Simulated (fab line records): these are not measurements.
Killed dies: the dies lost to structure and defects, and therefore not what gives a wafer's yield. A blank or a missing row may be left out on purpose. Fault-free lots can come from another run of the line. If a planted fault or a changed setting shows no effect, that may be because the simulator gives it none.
Which tool was responsible? | flow gf180mcu | 6 lots, 18 wafers sampled, at 4 steps of a route of 602

WHAT EACH GAUGE READ, for each wafer
GF_VT_IMPLANT_RS_MEAS_46: measures by four-point-probe.
lot  | measured     | on           | MVSD_RS (ohm/sq)
L857 | day 7 22:03  | filmMetro-03 | 456.5 456.9 457.4
L859 | day 8 09:43  | filmMetro-03 | 445.7 445.2 445.4
L864 | day 9 20:39  | filmMetro-04 | 445.3 445.6 445.6
L874 | day 12 12:55 | filmMetro-02 | 457.3 456.9 457.2
L876 | day 13 01:04 | filmMetro-02 | 457.2 457.3 456.6
L879 | day 14 05:44 | filmMetro-04 | 456.3 455.5 455.3

WHICH TOOL RAN EACH LOT (tool, then ch and the chambers of the sampled wafers, then the start)
lot  | GF_STI_ETCH_14                 | GF_MVSD_IMPLANT_08              | GF_VT_IMPLANT_RTA_45
L857 | rieSi-02 ch 0,2,3, day 2 06:31 | implanter-01 ch 0, day 4 17:35  | rtpAnneal-02 ch 0, day 7 21:56
L859 | rieSi-02 ch 2,3, day 2 18:02   | implanter-01 ch 0, day 5 04:55  | rtpAnneal-02 ch 0, day 8 09:37
L864 | rieSi-02 ch 0,2,3, day 3 18:58 | implanter-01 ch 0, day 6 09:07  | rtpAnneal-01 ch 0, day 9 20:32
L874 | rieSi-02 ch 0,1,2, day 5 22:17 | implanter-01 ch 0, day 8 18:58  | rtpAnneal-01 ch 0, day 12 12:49
L876 | rieSi-01 ch 1,2,3, day 6 08:37 | implanter-04 ch 0, day 9 04:44  | rtpAnneal-01 ch 0, day 13 00:58
L879 | rieSi-02 ch 0,1,2, day 6 23:54 | implanter-01 ch 0, day 10 05:49 | rtpAnneal-01 ch 0, day 14 05:36
- GF_STI_ETCH_14: etches Si in HBr/Cl2/O2, target depth 360 nm, time 102.9 s.
- GF_MVSD_IMPLANT_08
- GF_VT_IMPLANT_RTA_45: time 30 s.

THE ANSWER, worked out from the rows above alone
Rule: the lots themselves supply what counts as usual. The widest of any qualifying gaps counts: lots, ordered by their means at a reading, are off when they make up no more than a third of the lots, leave a main group of 4 or more, and stand apart from it by 3 or more times the standard deviation of that group's means. A main group whose means are all the same, to the digits that the tables above print for the reading, isn't used. Also off: a lot with no number at a reading for which 4 or more lots have one. Where the step has rows for the other lots, those lots are counted as sound.
Off: at GF_VT_IMPLANT_RS_MEAS_46 (MVSD_RS), L859, L864. The main group has a mean of 456.7 ohm/sq with a standard deviation of 0.58.
If a tool, at a process step before that reading, ran all the lots that are off and no sound lot after the first of them, it fits. Those tools and the gauges at GF_VT_IMPLANT_RS_MEAS_46 are tried in the same way. No candidate that was tried fits.

WHAT THE SIMULATOR HAD PUT IN
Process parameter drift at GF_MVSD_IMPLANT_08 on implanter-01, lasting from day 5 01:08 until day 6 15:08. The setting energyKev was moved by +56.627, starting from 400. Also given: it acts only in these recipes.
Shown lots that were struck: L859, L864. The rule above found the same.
